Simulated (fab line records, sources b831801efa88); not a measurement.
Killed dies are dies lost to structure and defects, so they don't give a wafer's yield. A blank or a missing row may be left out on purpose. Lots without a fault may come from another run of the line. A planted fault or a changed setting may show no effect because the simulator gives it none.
fab line records | flow gf180mcu
record lots=5 wafers=15 last_day=34
route steps=602 shown M1@325 V1@335
lots that met no fault: from a run of the same line without faults
start_h: hours from the record's first day to the start of the lot's first wafer shown | wait_h: hours since the lot's step before | " the same as in the row above | L1.1+2: a row that stands for several wafers | - no value, or no start given | * or withheld: withheld | < > ~ a bound
route shown NAME@n: a module of which the file shows steps, and the number in the route of the first | usual: mean/standard deviation of fault-free wafers | same: alike in all rows | chamber/n: place in a boat | sites: the reading at each site | _std_site: their standard deviation | _edge_site: outer sites' mean less inner sites' | radius_mm: how far each site lies from the wafer's centre | mask NAME#n: copy n | behind: the tool/chamber that last shaped the wafer | hold: why the lot was held/for how many hours/how that ended | device: the transistor (n, p or np) that didn't switch | end of line: the same wafers' tests at the end of the route | a step without rows: its recipe alone | killed: dies lost to structure and defects at the first sort, not the wafer's yield | map: a wafer's dies, x killed, . not, _ none there
set.NAME: the setting as run; set.NAME@STEP: as run at that earlier step | model.NAME: the simulator's own value behind a step, which no gauge read
lots at some steps of the route; a table a step, a row a wafer
services: from which hour (start_h, from the record's first day; less than 0 if before it) a tool's chamber was out of use, for how many hours, and why
## steps
# step GF_M1_SOFTBAKE_10
# recipe temp_c=130 time_s=60 resist=KrF
# usual chill_plate_temp_C=22.99/0.1
# columns lot.wafer tool chamber start_h wait_h chill_plate_temp_C
L079.1 litho_track-03 0 425.47 0.1 23.07
L079.3 " 0 " " 22.96
L079.6 " 0 " " 22.95
L090.1 litho_track-01 0 515.23 0.1 22.78
L090.3 " 0 " " 23.04
L090.4 " 0 " " 23.03
L093.1 litho_track-04 0 551.46 0.1 22.95
L093.2 " 0 " " 22.95
L093.4 " 0 " " 22.83
L096.1 litho_track-04 0 564.16 0.1 23.08
L096.3 " 0 " " 23.03
L096.5 " 0 " " 23.02
L097.1 litho_track-01 0 570.48 0.1 23.05
L097.4 " 0 " " 22.97
L097.5 " 0 " " 23.01
# step GF_M1_EXPOSE_11
# recipe mask_id=Metal1 target_cd_nm=230 na=0.68 source_shape=conventional sigma_outer=0.6 dose_mj=28
# columns lot.wafer tool chamber start_h wait_h mask
L079.1+3+6 krf_scanner-01 0 - - Metal1#0
L090.1+3+4 krf_scanner-02 0 - - Metal1#0
L093.1+2+4 krf_scanner-01 0 - - Metal1#0
L096.1+3+5 krf_scanner-01 0 - - Metal1#0
L097.1+4+5 krf_scanner-01 0 - - Metal1#0
# step GF_M1_PEB_12
# recipe peb_temp_c=135 peb_time_s=90 resist=KrF
# usual chill_plate_temp_C=23.00/0.1
# columns lot.wafer tool chamber start_h wait_h chill_plate_temp_C
L079.1 litho_track-01 0 - - 23.06
L079.3 " 0 " " 23.12
L079.6 " 0 " " 23.03
L090.1 litho_track-04 0 - - 23.01
L090.3 " 0 " " 22.93
L090.4 " 0 " " 23.03
L093.1 litho_track-03 0 - - 23.00
L093.2 " 0 " " 22.92
L093.4 " 0 " " 23.05
L096.1 litho_track-01 0 - - 22.92
L096.3 " 0 " " 22.86
L096.5 " 0 " " 22.93
L097.1 litho_track-03 0 - - 23.11
L097.4 " 0 " " 23.04
L097.5 " 0 " " 23.11
# step GF_M1_DEVELOP_13
# recipe develop_time_s=60 dev_temp_c=21
# usual chill_plate_temp_C=23.01/0.11
# columns lot.wafer tool chamber start_h wait_h chill_plate_temp_C
L079.1 litho_track-01 0 438.23 0.2 23.15
L079.3 " 0 " " 23.02
L079.6 " 0 " " 23.04
L090.1 litho_track-04 0 526.76 0.2 22.90
L090.3 " 0 " " 22.96
L090.4 " 0 " " 22.86
L093.1 litho_track-03 0 562.32 0.2 23.06
L093.2 " 0 " " 23.14
L093.4 " 0 " " 23.01
L096.1 litho_track-01 0 574.58 0.2 22.86
L096.3 " 0 " " 22.88
L096.5 " 0 " " 22.89
L097.1 litho_track-03 0 581.42 0.2 23.09
L097.4 " 0 " " 22.84
L097.5 " 0 " " 22.92
# step GF_M1_CD_MEAS_14
# recipe target_cd_nm=230
# usual cd_nm=229.7/1.1
# columns lot.wafer tool chamber start_h wait_h cd_nm
L079.1 cd_sem-02 - 438.38 0.1 228.9
L079.3 " - " " 227.8
L079.6 " - " " 228.7
L090.1 cd_sem-01 - 526.91 0.1 228.8
L090.3 " - " " 227.8
L090.4 " - " " 227.9
L093.1 cd_sem-02 - 562.47 0.1 230.6
L093.2 " - " " 230.8
L093.4 " - " " 229.7
L096.1 cd_sem-01 - 574.73 0.1 228.3
L096.3 " - " " 227.3
L096.5 " - " " 228.1
L097.1 cd_sem-02 - 581.57 0.1 228.0
L097.4 " - " " 229.0
L097.5 " - " " 227.7
# step GF_M1_OVL_MEAS_15
# usual M1_OVL=-4/5.6
# columns lot.wafer tool chamber start_h wait_h M1_OVL[nm]
L079.1 overlay-01 - 438.50 0.1 -11
L079.3 " - " " -13
L079.6 " - " " -14
L090.1 overlay-01 - 527.03 0.1 1
L090.3 " - " " 2
L090.4 " - " " 5
L093.1 overlay-02 - 562.59 0.1 1
L093.2 " - " " 2
L093.4 " - " " -3
L096.1 overlay-02 - 574.85 0.1 5
L096.3 " - " " -10
L096.5 " - " " -6
L097.1 overlay-01 - 581.69 0.1 -3
L097.4 " - " " 4
L097.5 " - " " -1
# step GF_M1_METAL_ETCH_16
# recipe chemistry=Cl2/BCl3 mask_material=KrF target_depth_nm=750.8 stop_on=SiO2 pressure_mtorr=8 icp_w=800 bias_w=140 Cl2_flow_sccm=80 bcl3_flow_sccm=40 time_s=125.1
# usual drypump_motor_current_A=6.0/0.48 oes_product_au=0.992/0.0068 rf_fwd_power_W=795.7/2.7 throttle_valve_pct=28.227/0.01
# columns lot.wafer tool chamber start_h wait_h drypump_motor_current_A oes_product_au rf_fwd_power_W rf_hours_counter_h throttle_valve_pct
L079.1 rie_metal-01 0 438.53 0.0 5.0 1.006 795.7 2 28.204
L079.3 " 1 " " 6.2 0.994 794.1 - 28.237
L079.6 " 0 " " 5.0 1.005 797.1 - 28.228
L090.1 rie_metal-03 0 527.07 0.0 6.4 0.996 796.8 11 28.222
L090.3 " 1 " " 6.1 0.994 794.6 - 28.227
L090.4 " 0 " " 6.4 0.992 794.7 - 28.228
L093.1 rie_metal-03 0 562.62 0.0 6.4 0.997 794.4 12 28.229
L093.2 " 0 " " 6.4 1.000 798.0 - 28.219
L093.4 " 0 " " 6.4 1.000 796.2 - 28.236
L096.1 rie_metal-03 0 574.88 0.0 6.3 0.992 795.3 13 28.230
L096.3 " 0 " " 6.4 1.001 795.1 - 28.226
L096.5 " 1 " " 6.2 0.986 797.3 - 28.236
L097.1 rie_metal-03 1 581.72 0.0 6.2 0.998 791.7 1 28.231
L097.4 " 1 " " 6.2 0.993 790.7 - 28.216
L097.5 " 1 " " 6.2 0.994 791.7 - 28.244
# step GF_M1_STRIP_17
# recipe chemistry=O2/N2 power_w=1400 pressure_mtorr=1500 platen_temp_c=250 o2_flow_sccm=3000 n2_flow_sccm=300 overash_fraction=0.5
# usual drypump_motor_current_A=5.6/0.48 heater_power_w=346/59 oes_product_au=0.536/0.0048 strip_time_to_endpoint_s=7.34/0.06
# columns lot.wafer tool chamber start_h wait_h drypump_motor_current_A heater_power_w oes_product_au rf_hours_counter_h strip_time_to_endpoint_s
L079.1 plasma_asher-03 0 438.66 0.1 5.0 265 0.535 85 7.28
L079.3 " 1 " " 6.1 283 0.531 - 7.33
L079.6 " 1 " " 6.1 287 0.530 - 7.28
L090.1 plasma_asher-01 1 527.20 0.1 5.7 331 0.536 44 7.27
L090.3 " 1 " " 5.7 328 0.534 - 7.32
L090.4 " 0 " " 6.2 419 0.539 - 7.32
L093.1 plasma_asher-02 0 562.88 0.2 5.1 319 0.533 67 7.32
L093.2 " 1 " " 5.2 415 0.537 67 7.30
L093.4 " 0 " " 5.1 318 0.533 - 7.32
L096.1 plasma_asher-01 0 575.01 0.1 6.2 431 0.534 50 7.25
L096.3 " 0 " " 6.2 426 0.523 - 7.23
L096.5 " 0 " " 6.2 429 0.532 - 7.25
L097.1 plasma_asher-03 1 581.98 0.2 6.1 291 0.540 103 7.33
L097.4 " 1 " " 6.1 289 0.525 - 7.36
L097.5 " 1 " " 6.1 297 0.530 - 7.34
# step GF_M1_STRIP_18
# recipe chemistry=post_etch_residue_remover time_s=1200 temp_c=72.5
# columns lot.wafer tool chamber start_h wait_h
L079.1+3+6 wet_bench-03 3 438.76 0.1
L090.1+3+4 wet_bench-02 0 527.30 0.1
L093.1+2+4 wet_bench-03 2 562.98 0.1
L096.1+3+5 wet_bench-03 0 575.11 0.1
L097.1+4+5 wet_bench-02 3 582.08 0.1
# step GF_M1_CLEAN_19
# recipe chemistry=DIW dry=n2_spin
# columns lot.wafer tool chamber start_h wait_h
L079.1+3+6 wet_bench-02 1 439.11 0.0
L090.1+3+4 wet_bench-03 2 527.64 0.0
L093.1+2+4 wet_bench-02 2 563.32 0.0
L096.1+3+5 wet_bench-01 0 575.48 0.0
L097.1+4+5 wet_bench-01 2 582.42 0.0
# step GF_V1_CVD_00
# recipe material=SiO2 target_thk_nm=600 sigma_open_frac=0.3 temp_c=400 time_s=100 sih4_flow_sccm=60 pressure_mtorr=6
# columns lot.wafer tool chamber start_h wait_h
L079.1+3+6 hdpcvd-02 0,2,1 439.20 0.0
L090.1+3+4 hdpcvd-01 0,1,0 527.73 0.0
L093.1+2+4 hdpcvd-02 2,0,2 563.42 0.0
L096.1+3+5 hdpcvd-02 1,2,0 575.58 0.0
L097.1+4+5 hdpcvd-02 2,1,0 582.52 0.0
# step GF_V1_THK_MEAS_01
# recipe reads=SiO2_of_V1_CVD_00
# usual V1_CVD_00_THK=596/8.1
# columns lot.wafer tool chamber start_h wait_h V1_CVD_00_THK[nm]
L079.1 film_metro-04 - 439.27 0.0 600
L079.3 " - " " 600
L079.6 " - " " 595
L090.1 film_metro-04 - 527.80 0.0 595
L090.3 " - " " 604
L090.4 " - " " 597
L093.1 film_metro-03 - 563.49 0.0 608
L093.2 " - " " 589
L093.4 " - " " 601
L096.1 film_metro-03 - 575.65 0.0 600
L096.3 " - " " 604
L096.5 " - " " 602
L097.1 film_metro-03 - 582.59 0.0 608
L097.4 " - " " 598
L097.5 " - " " 596
# step GF_V1_CVD_02
# recipe material=SiO2 target_thk_nm=850 precursor=TEOS temp_c=400 time_s=94.851 rf_w=600
# usual heater_power_w=633/120 rf_fwd_power_W=596.3/1.8
# columns lot.wafer tool chamber start_h wait_h heater_power_w rf_fwd_power_W
L079.1 pecvd-01 1 439.33 0.1 690 596.6
L079.3 " 2 " " 826 594.7
L079.6 " 2 " " 847 594.2
L090.1 pecvd-04 1 527.86 0.1 635 596.0
L090.3 " 2 " " 634 597.8
L090.4 " 0 " " 805 595.8
L093.1 pecvd-03 2 563.55 0.1 763 598.9
L093.2 " 0 " " 484 595.7
L093.4 " 1 " " 432 596.2
L096.1 pecvd-01 1 575.71 0.1 662 595.5
L096.3 " 0 " " 680 597.1
L096.5 " 1 " " 683 596.5
L097.1 pecvd-03 2 582.65 0.1 711 597.2
L097.4 " 0 " " 467 597.6
L097.5 " 1 " " 386 596.6
# step GF_V1_THK_MEAS_03
# recipe reads=SiO2_of_V1_CVD_02
# usual V1_CVD_02_THK=855/14
# columns lot.wafer tool chamber start_h wait_h V1_CVD_02_THK[nm]
L079.1 film_metro-03 - 439.40 0.0 837
L079.3 " - " " 833
L079.6 " - " " 848
L090.1 film_metro-03 - 527.93 0.0 870
L090.3 " - " " 840
L090.4 " - " " 870
L093.1 film_metro-04 - 563.62 0.0 837
L093.2 " - " " 873
L093.4 " - " " 871
L096.1 film_metro-03 - 575.78 0.0 845
L096.3 " - " " 860
L096.5 " - " " 858
L097.1 film_metro-01 - 582.72 0.0 840
L097.4 " - " " 880
L097.5 " - " " 865
# step GF_V1_CMP_04
# recipe material=SiO2 down_force_psi=4 platen_rpm=60 pad_velocity_m_s=0.94248
# usual motor_current_A=12.2/0.7 slurry_filter_dp_kPa=13.47/0.13 time_to_endpoint_s=81/7.8
# columns lot.wafer tool chamber start_h wait_h motor_current_A slurry_filter_dp_kPa time_to_endpoint_s
L079.1 cmp-01 3 439.46 0.1 9.8 13.47 68
L079.3 " 2 " " 11.3 13.38 75
L079.6 " 3 " " 10.4 13.24 74
L090.1 cmp-02 1 527.99 0.1 12.7 13.66 88
L090.3 " 2 " " 11.3 13.53 79
L090.4 " 3 " " 12.0 13.63 101
L093.2 cmp-01 1 563.73 0.1 12.5 13.44 79
L093.4 " 2 " " 12.2 13.71 90
L093.1 " 3 " " 10.3 13.52 68
L096.1 cmp-02 1 576.00 0.2 12.0 13.65 75
L096.3 " 3 " " 11.6 13.54 94
L096.5 " 2 " " 11.7 13.39 82
L097.1 cmp-01 0 582.78 0.1 12.7 13.37 78
L097.4 " 1 " " 12.8 13.42 81
L097.5 " 1 " " 12.5 13.40 74
# step GF_V1_BOW_MEAS_05
# recipe mode=bow
# usual V1_BOW=82/7.8
# columns lot.wafer tool chamber start_h wait_h V1_BOW[um]
L079.1 film_metro-04 - 439.76 0.2 70
L079.3 " - " " 87
L079.6 " - " " 76
L090.1 film_metro-03 - 528.29 0.2 93
L090.3 " - " " 81
L090.4 " - " " 80
L093.1 film_metro-01 - 563.98 0.1 82
L093.2 " - " " 81
L093.4 " - " " 72
L096.1 film_metro-03 - 576.30 0.2 81
L096.3 " - " " 88
L096.5 " - " " 81
L097.1 film_metro-03 - 583.08 0.2 77
L097.4 " - " " 76
L097.5 " - " " 78
# step GF_V1_DEHYDRATE_06
# recipe temp_c=200 time_s=60
# usual chill_plate_temp_C=23.02/0.1
# columns lot.wafer tool chamber start_h wait_h chill_plate_temp_C
L079.1 litho_track-01 0 451.18 11.4 23.04
L079.3 " 0 " " 23.00
L079.6 " 0 " " 23.00
L090.1 litho_track-01 0 539.18 10.9 22.98
L090.3 " 0 " " 23.02
L090.4 " 0 " " 23.03
L093.1 litho_track-02 0 573.84 9.8 22.95
L093.2 " 0 " " 22.95
L093.4 " 0 " " 23.13
L096.1 litho_track-04 0 586.46 10.1 23.06
L096.3 " 0 " " 23.03
L096.5 " 0 " " 23.04
L097.1 litho_track-02 0 593.04 9.9 23.00
L097.4 " 0 " " 23.00
L097.5 " 0 " " 23.16
# step GF_V1_HMDS_07
# recipe prime_time_s=60 prime_temp_c=120
# usual chill_plate_temp_C=22.98/0.095
# same prime_time_s=60
# columns lot.wafer tool chamber start_h wait_h chill_plate_temp_C
L079.1 litho_track-01 0 451.33 0.1 22.88
L079.3 " 0 " " 22.87
L079.6 " 0 " " 22.85
L090.1 litho_track-01 0 539.33 0.1 23.00
L090.3 " 0 " " 22.95
L090.4 " 0 " " 22.95
L093.1 litho_track-02 0 573.99 0.1 23.01
L093.2 " 0 " " 22.93
L093.4 " 0 " " 22.97
L096.1 litho_track-04 0 586.61 0.1 22.85
L096.3 " 0 " " 22.82
L096.5 " 0 " " 22.93
L097.1 litho_track-02 0 593.19 0.1 22.83
L097.4 " 0 " " 23.08
L097.5 " 0 " " 22.92
# step GF_V1_COAT_08
# recipe resist=BARC temp_c=withheld time_s=withheld spin_rpm=withheld resist_thk_nm=withheld
# usual chill_plate_temp_C=* dispense_pressure_kPa=45.6/1.3
# columns lot.wafer tool chamber start_h wait_h chill_plate_temp_C dispense_pressure_kPa
L079.1 litho_track-01 0 451.48 0.1 * 47.1
L079.3 " 0 " " * 47.0
L079.6 " 0 " " * 47.1
L090.1 litho_track-01 0 539.48 0.1 * 47.0
L090.3 " 0 " " * 47.0
L090.4 " 0 " " * 47.0
L093.1 litho_track-02 0 574.14 0.1 * 44.0
L093.2 " 0 " " * 44.0
L093.4 " 0 " " * 44.1
L096.1 litho_track-04 0 586.76 0.1 * 45.9
L096.3 " 0 " " * 45.9
L096.5 " 0 " " * 45.9
L097.1 litho_track-02 0 593.34 0.1 * 44.0
L097.4 " 0 " " * 44.1
L097.5 " 0 " " * 44.0
# step GF_V1_COAT_09
# recipe resist=KrF spin_rpm=withheld resist_thk_nm=1000
# usual chill_plate_temp_C=22.99/0.1 dispense_pressure_kPa=45.6/1.3
# columns lot.wafer tool chamber start_h wait_h chill_plate_temp_C dispense_pressure_kPa
L079.1 litho_track-01 0 - - 23.19 47.0
L079.3 " 0 " " 23.11 47.0
L079.6 " 0 " " 23.18 47.0
L090.1 litho_track-01 0 - - 22.85 47.0
L090.3 " 0 " " 22.90 47.0
L090.4 " 0 " " 22.89 47.0
L093.1 litho_track-02 0 - - 22.80 44.0
L093.2 " 0 " " 23.03 44.1
L093.4 " 0 " " 23.03 44.0
L096.1 litho_track-04 0 - - 22.93 46.0
L096.3 " 0 " " 22.96 46.0
L096.5 " 0 " " 23.03 46.0
L097.1 litho_track-02 0 - - 23.04 44.0
L097.4 " 0 " " 23.01 44.0
L097.5 " 0 " " 22.99 44.0
# step GF_V1_SOFTBAKE_10
# recipe temp_c=130 time_s=60 resist=KrF
# usual chill_plate_temp_C=23.00/0.11
# columns lot.wafer tool chamber start_h wait_h chill_plate_temp_C
L079.1 litho_track-01 0 - - 22.75
L079.3 " 0 " " 22.98
L079.6 " 0 " " 23.05
L090.1 litho_track-01 0 - - 22.90
L090.3 " 0 " " 23.01
L090.4 " 0 " " 22.99
L093.1 litho_track-02 0 - - 22.78
L093.2 " 0 " " 22.61
L093.4 " 0 " " 22.78
L096.1 litho_track-04 0 - - 23.02
L096.3 " 0 " " 23.03
L096.5 " 0 " " 22.94
L097.1 litho_track-02 0 - - 22.91
L097.4 " 0 " " 22.94
L097.5 " 0 " " 23.07
# step GF_V1_EXPOSE_11
# recipe mask_id=Via1 target_cd_nm=260 na=0.68 source_shape=conventional sigma_outer=0.6 dose_mj=38
# columns lot.wafer tool chamber start_h wait_h mask
L079.1+3+6 krf_scanner-02 0 - - Via1#0
L090.1+3+4 krf_scanner-02 0 - - Via1#0
L093.1+2+4 krf_scanner-01 0 - - Via1#0
L096.1+3+5 krf_scanner-01 0 - - Via1#0
L097.1+4+5 krf_scanner-01 0 - - Via1#0
# step GF_V1_PEB_12
# recipe peb_temp_c=135 peb_time_s=90 resist=KrF
# usual chill_plate_temp_C=22.97/0.12
# columns lot.wafer tool chamber start_h wait_h chill_plate_temp_C
L079.1 litho_track-02 0 - - 22.91
L079.3 " 0 " " 22.92
L079.6 " 0 " " 22.95
L090.1 litho_track-02 0 - - 23.08
L090.3 " 0 " " 22.98
L090.4 " 0 " " 23.07
L093.1 litho_track-02 0 - - 22.94
L093.2 " 0 " " 22.81
L093.4 " 0 " " 23.00
L096.1 litho_track-02 0 - - 22.92
L096.3 " 0 " " 22.98
L096.5 " 0 " " 22.90
L097.1 litho_track-01 0 - - 22.87
L097.4 " 0 " " 22.88
L097.5 " 0 " " 22.89
# step GF_V1_DEVELOP_13
# recipe develop_time_s=60 resist=KrF dev_temp_c=21
# usual chill_plate_temp_C=22.98/0.11
# columns lot.wafer tool chamber start_h wait_h chill_plate_temp_C
L079.1 litho_track-02 0 464.49 0.2 22.86
L079.3 " 0 " " 22.87
L079.6 " 0 " " 22.96
L090.1 litho_track-02 0 550.74 0.2 22.92
L090.3 " 0 " " 23.02
L090.4 " 0 " " 22.99
L093.1 litho_track-02 0 585.29 0.2 22.90
L093.2 " 0 " " 23.05
L093.4 " 0 " " 23.08
L096.1 litho_track-02 0 597.59 0.2 22.98
L096.3 " 0 " " 22.88
L096.5 " 0 " " 22.98
L097.1 litho_track-01 0 604.08 0.2 22.94
L097.4 " 0 " " 22.79
L097.5 " 0 " " 23.02
# step GF_V1_CD_MEAS_14
# recipe target_cd_nm=260
# usual cd_nm=260.4/1.1
# columns lot.wafer tool chamber start_h wait_h cd_nm
L079.1 cd_sem-02 - 464.64 0.1 259.0
L079.3 " - " " 259.9
L079.6 " - " " 258.5
L090.1 cd_sem-01 - 550.89 0.1 261.2
L090.3 " - " " 261.9
L090.4 " - " " 261.1
L093.1 cd_sem-02 - 585.44 0.1 261.5
L093.2 " - " " 260.2
L093.4 " - " " 261.2
L096.1 cd_sem-02 - 597.74 0.1 261.1
L096.3 " - " " 260.2
L096.5 " - " " 261.2
L097.1 cd_sem-01 - 604.23 0.1 262.7
L097.4 " - " " 260.7
L097.5 " - " " 261.1
# step GF_V1_OVL_MEAS_15
# usual V1_OVL=3/6.1
# columns lot.wafer tool chamber start_h wait_h V1_OVL[nm]
L079.1 overlay-01 - 464.76 0.1 5
L079.3 " - " " 6
L079.6 " - " " 12
L090.1 overlay-01 - 551.01 0.1 14
L090.3 " - " " 10
L090.4 " - " " 5
L093.1 overlay-01 - 585.56 0.1 3
L093.2 " - " " 3
L093.4 " - " " 10
L096.1 overlay-01 - 597.86 0.1 3
L096.3 " - " " 0
L096.5 " - " " 6
L097.1 overlay-01 - 604.35 0.1 4
L097.4 " - " " 5
L097.5 " - " " 5
# step GF_V1_ETCH_16
# recipe chemistry=N2/H2 target_depth_a=withheld overetch_a=withheld time_s=withheld target=BARC ion_energy_ev=200 source_w=500 bias_w=100 pressure_mtorr=30 n2_flow_sccm=100 h2_flow_sccm=200
# usual drypump_motor_current_A=5.8/0.53 oes_product_au=0.855/0.0046 rf_fwd_power_W=495.3/2.5 throttle_valve_pct=13.225/0.0099
# columns lot.wafer tool chamber start_h wait_h drypump_motor_current_A oes_product_au rf_fwd_power_W throttle_valve_pct
L079.1 rie_diel-03 1 464.80 0.0 4.9 0.860 498.4 13.218
L079.3 " 3 " " 5.4 0.852 495.9 13.209
L079.6 " 0 " " 6.4 0.859 495.1 13.221
L090.1 rie_diel-01 2 551.05 0.0 5.0 0.860 496.6 13.220
L090.3 " 3 " " 5.9 0.852 496.2 13.201
L090.4 " 1 " " 6.2 0.863 492.0 13.226
L093.1 rie_diel-03 1 585.60 0.0 4.9 0.859 495.9 13.220
L093.2 " 2 " " 5.8 0.858 493.6 13.231
L093.4 " 0 " " 6.4 0.857 495.9 13.227
L096.1 rie_diel-01 1 597.90 0.0 6.3 0.861 488.9 13.221
L096.3 " 0 " " 6.2 0.853 498.5 13.234
L096.5 " 2 " " 5.0 0.851 498.1 13.207
L097.1 rie_diel-03 2 604.38 0.0 5.8 0.854 495.9 13.225
L097.4 " 0 " " 6.4 0.853 495.8 13.234
L097.5 " 2 " " 5.8 0.855 497.2 13.219
# step GF_V1_ETCH_17
# recipe chemistry=C4F8/O2/Ar mask_material=KrF target=SiO2 stop_on=TiN source_w=1500 bias_w=1200 pressure_mtorr=40 c4f8_flow_sccm=withheld O2_flow_sccm=6 Ar_flow_sccm=300 time_s=withheld target_depth_a=6300
# usual oes_product_au=0.856/0.0046 rf_fwd_power_W=1493/5.1
# columns lot.wafer tool chamber start_h wait_h oes_product_au rf_fwd_power_W
L079.1 rie_diel-03 1 - - 0.858 1497
L079.3 " 3 " " 0.855 1496
L079.6 " 0 " " 0.857 1491
L090.1 rie_diel-01 2 - - 0.856 1491
L090.3 " 3 " " 0.844 1502
L090.4 " 1 " " 0.864 1488
L093.1 rie_diel-03 1 - - 0.859 1495
L093.2 " 2 " " 0.856 1493
L093.4 " 0 " " 0.852 1495
L096.1 rie_diel-01 1 - - 0.853 1487
L096.3 " 0 " " 0.853 1493
L096.5 " 2 " " 0.862 1497
L097.1 rie_diel-03 2 - - 0.851 1499
L097.4 " 0 " " 0.855 1499
L097.5 " 2 " " 0.852 1496
# step GF_V1_STRIP_18
# recipe chemistry=O2/N2 power_w=1400 pressure_mtorr=1500 platen_temp_c=250 o2_flow_sccm=3000 n2_flow_sccm=300 overash_fraction=0.5
# usual drypump_motor_current_A=5.7/0.43 heater_power_w=366/48 oes_product_au=0.592/0.0051
# columns lot.wafer tool chamber start_h wait_h drypump_motor_current_A heater_power_w oes_product_au rf_hours_counter_h
L079.1 plasma_asher-02 0 464.93 - 5.2 314 0.587 59
L079.3 " 1 " " 5.2 407 0.588 -
L079.6 " 1 " " 5.2 412 0.596 -
L090.1 plasma_asher-01 0 551.18 - 6.2 432 0.594 47
L090.3 " 1 " " 5.8 323 0.587 -
L090.4 " 0 " " 6.2 413 0.595 -
L093.1 plasma_asher-01 0 585.73 - 6.2 426 0.589 51
L093.2 " 1 " " 5.7 333 0.590 51
L093.4 " 0 " " 6.2 420 0.600 -
L096.1 plasma_asher-02 1 598.03 - 5.2 412 0.588 71
L096.3 " 1 " " 5.2 420 0.581 -
L096.5 " 1 " " 5.1 416 0.586 -
L097.1 plasma_asher-04 1 604.51 - 6.1 308 0.587 16
L097.4 " 0 " " 5.8 395 0.586 -
L097.5 " 1 " " 6.2 312 0.591 -
# step GF_V1_STRIP_19
# recipe chemistry=post_etch_residue_remover time_s=1200 temp_c=72.5
# columns lot.wafer tool chamber start_h wait_h
L079.1+3+6 wet_bench-04 0 465.03 0.1
L090.1+3+4 wet_bench-04 2 551.28 0.1
L093.1+2+4 wet_bench-04 3 585.83 0.1
L096.1+3+5 wet_bench-01 0 598.13 0.1
L097.1+4+5 wet_bench-01 0 604.61 0.1
# step GF_V1_CLEAN_20
# recipe chemistry=DIW dry=n2_spin
# columns lot.wafer tool chamber start_h wait_h
L079.1+3+6 wet_bench-04 3 465.37 0.0
L090.1+3+4 wet_bench-03 2 551.62 0.0
L093.1+2+4 wet_bench-01 3 586.17 0.0
L096.1+3+5 wet_bench-03 1 598.47 0.0
L097.1+4+5 wet_bench-03 3 604.95 0.0
# step GF_V1_SPUTTER_21
# recipe material=Ti target_thk_nm=15 chamber_pressure_pa=5 power_w=2500 substrate_temp_c=200 time_s=80.02
# usual throttle_valve_pct=30.3/0.64
# columns lot.wafer tool chamber start_h wait_h throttle_valve_pct
L079.1 pvd_sputter-04 - 465.46 0.0 31.3
L079.3 " - " " 30.8
L079.6 " - " " 30.7
L090.1 pvd_sputter-04 - 551.71 0.0 30.7
L090.3 " - " " 31.2
L090.4 " - " " 31.2
L093.1 pvd_sputter-01 - 586.26 0.0 29.8
L093.2 " - " " 31.7
L093.4 " - " " 30.7
L096.1 pvd_sputter-02 - 598.56 0.0 30.1
L096.3 " - " " 30.5
L096.5 " - " " 29.7
L097.1 pvd_sputter-02 - 605.05 0.0 30.6
L097.4 " - " " 29.8
L097.5 " - " " 29.9
# step GF_V1_SPUTTER_22
# recipe material=TiN target_thk_nm=10 chamber_pressure_pa=5 power_w=4000 time_s=40
# usual throttle_valve_pct=30.3/0.63
# columns lot.wafer tool chamber start_h wait_h throttle_valve_pct
L079.1 pvd_sputter-04 - 465.52 0.0 30.8
L079.3 " - " " 30.7
L079.6 " - " " 30.8
L090.1 pvd_sputter-04 - 551.77 0.0 30.9
L090.3 " - " " 30.8
L090.4 " - " " 31.2
L093.1 pvd_sputter-01 - 586.32 0.0 29.8
L093.2 " - " " 31.9
L093.4 " - " " 30.9
L096.1 pvd_sputter-02 - 598.62 0.0 29.5
L096.3 " - " " 30.4
L096.5 " - " " 29.7
L097.1 pvd_sputter-02 - 605.11 0.0 30.2
L097.4 " - " " 29.9
L097.5 " - " " 29.7
# step GF_V1_CVD_23
# recipe material=W target_thk_nm=350 time_s=105.05 temp_c=400 pressure_torr=40
# usual heater_power_w=816/56
# columns lot.wafer tool chamber start_h wait_h heater_power_w
L079.1 cvd_w-02 0 465.56 0.0 741
L079.3 " 1 " " 892
L079.6 " 0 " " 736
L090.1 cvd_w-02 1 551.81 0.0 908
L090.3 " 0 " " 761
L090.4 " 1 " " 884
L093.1 cvd_w-02 1 586.36 0.0 911
L093.2 " 0 " " 741
L093.4 " 0 " " 748
L096.1 cvd_w-01 0 598.66 0.0 848
L096.3 " 1 " " 798
L096.5 " 0 " " 866
L097.1 cvd_w-01 1 605.15 0.0 785
L097.4 " 1 " " 788
L097.5 " 0 " " 866
# step GF_V1_RS_MEAS_24
# recipe thk_meas_gauge=four-point-probe reads=W_of_V1_CVD_23+TiN_of_V1_SPUTTER_22+Ti_of_V1_SPUTTER_21
# usual V1_W_RS=0.326/0.0058
# columns lot.wafer tool chamber start_h wait_h V1_W_RS[ohm/sq]
L079.1 film_metro-03 - 465.67 0.1 0.328
L079.3 " - " " 0.331
L079.6 " - " " 0.327
L090.1 film_metro-04 - 551.92 0.1 0.331
L090.3 " - " " 0.335
L090.4 " - " " 0.330
L093.1 film_metro-04 - 586.47 0.1 0.329
L093.2 " - " " 0.330
L093.4 " - " " 0.330
L096.1 film_metro-01 - 598.77 0.1 0.325
L096.3 " - " " 0.319
L096.5 " - " " 0.323
L097.1 film_metro-01 - 605.27 0.1 0.315
L097.4 " - " " 0.315
L097.5 " - " " 0.323
# step GF_V1_THK_MEAS_25
# recipe thk_meas_gauge=xrf reads=W_of_V1_CVD_23
# usual V1_W_THK=352/7.8
# columns lot.wafer tool chamber start_h wait_h V1_W_THK[nm]
L079.1 film_metro-03 - 465.79 0.1 354
L079.3 " - " " 350
L079.6 " - " " 351
L090.1 film_metro-04 - 552.04 0.1 346
L090.3 " - " " 341
L090.4 " - " " 346
L093.1 film_metro-04 - 586.59 0.1 345
L093.2 " - " " 346
L093.4 " - " " 347
L096.1 film_metro-01 - 598.89 0.1 356
L096.3 " - " " 364
L096.5 " - " " 362
L097.1 film_metro-01 - 605.39 0.1 369
L097.4 " - " " 370
L097.5 " - " " 358
## services
# columns tool chamber start_h hours kind
cmp-01 - 404.00 4.0 pm
cvd_w-02 0 415.52 11.0 repair
wet_bench-04 - 417.28 2.2 repair
krf_scanner-02 - 418.61 9.5 repair
wet_bench-03 - 434.23 3.1 repair
rie_diel-01 3 455.72 16.1 repair
krf_scanner-01 - 467.11 4.0 pm
pvd_sputter-04 - 471.62 1.3 repair
rie_diel-01 2 477.68 10.7 repair
rie_diel-01 - 477.79 1.2 repair
rie_diel-03 0 483.54 4.2 repair
rie_diel-03 - 484.28 2.8 pm
krf_scanner-01 - 495.59 1.0 pm
hdpcvd-02 - 498.60 2.8 pm
rie_diel-01 - 498.79 2.8 pm
rie_metal-03 - 500.70 0.3 repair
krf_scanner-01 - 517.67 0.8 pm
krf_scanner-01 - 531.16 1.3 pm
wet_bench-04 - 533.02 1.9 pm
pvd_sputter-02 - 535.11 0.8 repair
krf_scanner-01 - 546.45 3.6 repair
pvd_sputter-02 - 561.87 4.2 repair
rie_metal-03 - 584.49 4.3 repair
rie_metal-03 1 588.57 79.3 repair
## key
fault none
